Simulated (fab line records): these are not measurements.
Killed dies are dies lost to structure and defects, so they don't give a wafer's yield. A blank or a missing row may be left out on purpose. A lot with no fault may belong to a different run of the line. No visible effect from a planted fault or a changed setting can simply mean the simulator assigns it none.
Which of the tools did it?    flow sky130    Sampling: 13 lots, 39 wafers, 4 of 708 route steps

== WHAT THE GAUGES READ, wafer by wafer ==
SKY_VIA1_BOW_MEAS_03. Usual: for VIA1_BOW the level is 79 um and the standard deviation is 7.
lot   measured      on             VIA1_BOW (um)  flag
L353  day 32 14:58  film metro-01  76 76 82       
L354  day 33 00:41  film metro-04  77 67 65       
L355  day 33 11:31  film metro-03  93 70 80       
L358  day 34 20:56  film metro-03  72 82 82       
L359  day 35 08:56  film metro-03  78 85 63       
L360  day 35 06:31  film metro-04  78 80 76       
L365  day 37 09:06  film metro-04  90 85 83       
L364  day 37 06:06  film metro-01  84 83 88       
L367  day 37 10:46  film metro-03  83 72 79       
L370  day 38 09:12  film metro-04  87 78 83       
L371  day 39 05:54  film metro-01  86 80 85       
L374  day 39 15:55  film metro-01  90 83 76       
L375  day 39 22:31  film metro-04  95 71 72       

SKY_METAL2_RS_MEAS_05: a four-point-probe measurement. Usual: for METAL2_ALCU_RS the level is 0.1270 ohm/sq and the standard deviation is 0.0014.
lot   measured      on             METAL2_ALCU_RS (ohm/sq)  flag
L353  day 33 19:19  film metro-02  0.1270 0.1274 0.1279     
L354  day 34 05:40  film metro-03  0.1252 0.1257 0.1266     
L355  day 34 16:05  film metro-02  0.1285 0.1292 0.1285     
L358  day 36 01:08  film metro-02  0.1277 0.1293 0.1283     
L359  day 36 12:48  film metro-01  0.1246 0.1249 0.1242     
L360  day 36 10:32  film metro-01  0.1260 0.1257 0.1259     
L365  day 38 12:40  film metro-03  0.1277 0.1274 0.1277     
L364  day 38 09:02  film metro-03  0.1280 0.1284 0.1292     
L367  day 38 14:12  film metro-01  0.1281 0.1292 0.1304     
L370  day 39 12:00  film metro-02  0.1287 0.1283 0.1282     
L371  day 40 07:36  film metro-01  0.1259 0.1252 0.1251     
L374  day 40 17:58  film metro-01  0.1247 0.1250 0.1254     
L375  day 41 00:56  film metro-02  0.1283 0.1273 0.1281     

== TOOL THAT RAN EACH LOT (tool first, then ch and the chambers of the sampled wafers, then the start) ==
lot   SKY_SONOS_ONO_ETCH_15               SKY_LDD_N_IMPLANT_11
L353  rie diel-02 ch 0,1, day 12 13:25    implanter-01 ch 0, day 17 09:25
L354  rie diel-02 ch 0,2,3, day 13 00:01  implanter-04 ch 0, day 17 23:35
L355  rie diel-01 ch 0,1, day 13 03:43    implanter-03 ch 0, day 18 10:12
L358  rie diel-03 ch 0,1,2, day 14 12:04  implanter-04 ch 0, day 19 21:47
L359  rie diel-02 ch 1,2,3, day 15 05:58  implanter-04 ch 0, day 20 14:58
L360  rie diel-01 ch 0,1,3, day 15 05:58  implanter-03 ch 0, day 20 13:25
L365  rie diel-01 ch 0,2,3, day 17 03:16  implanter-04 ch 0, day 22 21:08
L364  rie diel-02 ch 1,2,3, day 17 03:23  implanter-04 ch 0, day 22 19:58
L367  rie diel-02 ch 0,2, day 17 10:05    implanter-04 ch 0, day 23 01:43
L370  rie diel-01 ch 2,3, day 18 16:58    implanter-03 ch 0, day 24 05:55
L371  rie diel-03 ch 0,1, day 19 15:55    implanter-03 ch 0, day 25 04:29
L374  rie diel-02 ch 0,1,2, day 20 02:49  implanter-03 ch 0, day 25 14:44
L375  rie diel-01 ch 0,2,3, day 20 10:25  implanter-03 ch 0, day 25 20:55
- SKY_SONOS_ONO_ETCH_15: etches the open film in CHF3/O2, target depth 19.52 nm, time 7.8 s.
- SKY_LDD_N_IMPLANT_11

== WHAT THE TOOLS THEMSELVES READ (means of the sampled wafers that have a number; where no wafer has one, the mark that the record gives instead) ==
SKY_SONOS_ONO_ETCH_15. Usual: drypump motor current A 5.6 A, standard deviation 0.53; oes product au 1.002 a.u., standard deviation 0.0072; throttle valve pct 8.824 %, standard deviation 0.0094.
lot   tool         drypump motor current A (A)  oes product au (a.u.)  throttle valve pct (%)  flag
L353  rie diel-02  5.4                          1.002                  8.825                   
L354  rie diel-02  5.7                          0.994                  8.831                   
L355  rie diel-01  6.4                          1.008                  8.827                   
L358  rie diel-03  5.5                          1.003                  8.823                   
L359  rie diel-02  5.8                          1.002                  8.824                   
L360  rie diel-01  5.9                          1.001                  8.822                   
L365  rie diel-01  5.4                          1.001                  8.830                   
L364  rie diel-02  5.8                          1.001                  8.827                   
L367  rie diel-02  5.4                          1.007                  8.827                   
L370  rie diel-01  5.2                          0.994                  8.833                   
L371  rie diel-03  5.6                          0.998                  8.823                   
L374  rie diel-02  5.4                          1.000                  8.826                   
L375  rie diel-01  5.4                          0.998                  8.812                   

SKY_LDD_N_IMPLANT_11. Usual: beam energy keV 19.999, standard deviation 0.0064; faraday current uA 423, standard deviation 7.9.
lot   tool          beam energy keV  faraday current uA  flag
L353  implanter-01  19.998           413                 
L354  implanter-04  19.996           423                 
L355  implanter-03  19.999           430                 
L358  implanter-04  19.994           414                 
L359  implanter-04  19.992           419                 
L360  implanter-03  19.999           423                 
L365  implanter-04  18.396           412                 OFF
L364  implanter-04  19.993           428                 
L367  implanter-04  18.399           422                 OFF
L370  implanter-03  19.995           418                 
L371  implanter-03  19.990           424                 
L374  implanter-03  20.005           432                 
L375  implanter-03  19.994           420                 

== THE ANSWER, worked out from the rows above alone ==
Rule: lot off if the mean of its wafers having a number is beyond 3 standard deviations from the usual mean. Also off: a lot with no number at a reading for which 4 or more lots have one. All remaining lots with rows at the step are treated as sound. First the gauges in route order, then the tools' own readings, where a lot's mean is used as printed above. The first step at which some lot is off is used, and at that step the reading that is off furthest; a lot without a number counts as furthest.
Off: L365, L367 (SKY_LDD_N_IMPLANT_11, beam energy keV).
A tool fits if, at that step or a process step before it, it ran every lot that is off, and no sound lot after the first of them. One fits: implanter-04 at SKY_LDD_N_IMPLANT_11. Its last sound lot is L364 (day 22 19:58), its first lot that is off L365 (day 22 21:08): a fault that began between those two fits.
On the lots that are off, the tool's own readings at SKY_LDD_N_IMPLANT_11 differ by more than 5 times the standard deviation of the sound lots' means, which bears it out; beam energy keV reads 18.398 there versus 19.996 on the sound lots.

== WHAT HAD BEEN PUT IN BY THE SIMULATOR ==
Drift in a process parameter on implanter-04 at SKY_LDD_N_IMPLANT_11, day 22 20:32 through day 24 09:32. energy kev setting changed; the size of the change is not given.
Struck lots among those shown: L365, L367. The rule above reached the same finding.
